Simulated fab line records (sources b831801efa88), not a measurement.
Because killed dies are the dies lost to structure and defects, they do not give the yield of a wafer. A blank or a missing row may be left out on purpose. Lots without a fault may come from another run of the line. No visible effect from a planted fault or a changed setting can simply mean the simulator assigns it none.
Matching of chambers	flow gf180mcu	GF_V1_CVD_00 on hdpcvd-01 has 3 sister chambers
The step deposits SiO2, target thk 600 nm, time 100 s. 14 wafers are shown with their chamber, then 7 later ones without.

WAFERS PAIRED WITH THEIR CHAMBERS
wafer	chamber	sih4 flow sccm (sccm)
L372.1	2	60.04
L372.4	2	59.74
L372.5	1	59.93
L373.2	2	60.09
L373.5	1	60.09
L373.6	0	60.17
L374.1	0	59.84
L374.5	1	60.33
L374.6	0	59.60
L376.1	1	59.79
L376.3	2	60.22
L376.6	0	60.42
L378.4	1	60.00
L380.1	2	60.17

SIGNATURES (means of the wafers above)
reading	chamber 0	chamber 1	chamber 2	scatter within a chamber
sih4 flow sccm	60.0075	60.0280	60.0520	0.251
Rule: distance of a wafer from a chamber = root of the sum over the readings of ((wafer's reading minus chamber's mean) / reading's scatter) squared. The wafer belongs to the nearest chamber; if the next one is less than 2 further off, it can't be placed. The scatter is the square root of a quotient: the sum, over the shown wafers, of each reading's squared deviation from its chamber's mean, divided by wafers minus chambers.

WAFERS WHOSE CHAMBER IS MISSING
wafer	sih4 flow sccm (sccm)
L380.5	59.91
L392.1	59.99
L392.4	60.19
L392.5	59.91
L394.2	59.93
L394.3	60.04
L394.6	59.88

WHICH CHAMBER EACH ONE RAN IN
wafer	from the rows above	in truth
L380.5	can't be placed: 0 or 1 or 2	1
L392.1	can't be placed: 0 or 1 or 2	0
L392.4	can't be placed: 2 or 1 or 0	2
L392.5	can't be placed: 0 or 1 or 2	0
L394.2	can't be placed: 0 or 1 or 2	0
L394.3	can't be placed: 1 or 2 or 0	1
L394.6	can't be placed: 0 or 1 or 2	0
0 of 7 placed correctly. Not placeable from these rows: 7 (in 7, the candidates include the true chamber). Number placed wrongly: 0.
